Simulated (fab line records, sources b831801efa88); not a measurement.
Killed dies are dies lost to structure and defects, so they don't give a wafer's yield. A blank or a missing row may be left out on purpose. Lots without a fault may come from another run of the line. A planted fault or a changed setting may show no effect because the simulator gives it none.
One fault seen from 2 desks | flow sky130 | each desk has only its own numbers; what lay behind them comes last

THE TOOL OWNER'S DESK: cmp-02
The tool's own readings at SKY_CONTACT_CMP_04 (polishes SiO2): means of the sampled wafers that have a number, for each lot that ran on this tool. A lot is out of limits, marked OUT, if its mean lies more than 4 standard deviations from the usual mean; the brackets give that distance.
Columns: A = edge_zone_pressure_frac at SKY_CONTACT_CMP_04, usual 1.000; B = head_pressure_psi at SKY_CONTACT_CMP_04, usual 4.000 psi; C = motor_current_A at SKY_CONTACT_CMP_04, usual 12.8 A; D = time_to_endpoint_s at SKY_CONTACT_CMP_04, usual 81 s
lot  | first seen here | A     | B                       | C              | D
L403 | day 30 09:17    | 0.999 | 3.999                   | 13.1           | 76
L404 | day 30 11:52    | 1.001 | 4.001                   | 12.5           | 78
L408 | day 32 08:22    | 0.999 | 3.994                   | 11.6           | 83
L410 | day 32 19:09    | 1.006 | 4.000                   | 11.7           | 78
L412 | day 33 14:12    | 1.000 | 4.002                   | 12.2           | 84
L418 | day 36 02:34    | 0.996 | 1.075 (-99 or more) OUT | 6.1 (-6.1) OUT | 109 (+5.8) OUT
L414 | day 36 04:19    | 0.999 | 1.079 (-99 or more) OUT | 7.0 (-5.2) OUT | 107 (+5.3) OUT
This desk's finding: out of limits on L414, L418; first on L418, day 36 02:34 (head_pressure_psi at SKY_CONTACT_CMP_04). In limits: L403, L404, L408, L410, L412.

THE METROLOGY DESK
What the gauges read, lot by lot, whatever tool the lot ran on: means of the sampled wafers that have a number. A lot is out of limits, marked OUT, if its mean lies more than 4 standard deviations from the usual mean; the brackets give that distance.
Columns: A = LI_CONTACT_W_THK at SKY_LI_CONTACT_THK_MEAS_23, usual 408 nm
lot  | first seen here | A
L403 | day 29 04:02    | 417
L404 | day 29 06:29    | 405
L406 | day 30 05:37    | 407
L407 | day 30 14:15    | 402
L408 | day 31 03:22    | 415
L410 | day 31 13:53    | 419
L412 | day 32 10:17    | 405
L418 | day 34 22:54    | 417
L414 | day 35 00:51    | 400
L415 | day 35 06:15    | 405
L423 | day 36 00:39    | 413
This desk's finding: nothing out of limits on any of the 11 lots.

PUT TOGETHER
The tool owner's desk could have raised an alarm at day 36 02:34, on L414, L418.
The metrology desk saw nothing out of limits.
The metrology desk has L414, L418 on record, within its limits.
Of the lots named, all ran SKY_CONTACT_CMP_04 on cmp-02.

WHAT THE SIMULATOR HAD PUT IN
Process parameter drift: cmp-02, from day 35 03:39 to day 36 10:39, at SKY_CONTACT_CMP_04. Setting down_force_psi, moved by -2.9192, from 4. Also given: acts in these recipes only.
Lots struck among those shown: L414, L418.
Hours from the fault's start to each desk's first reading out of limits: the tool owner's desk, 23.
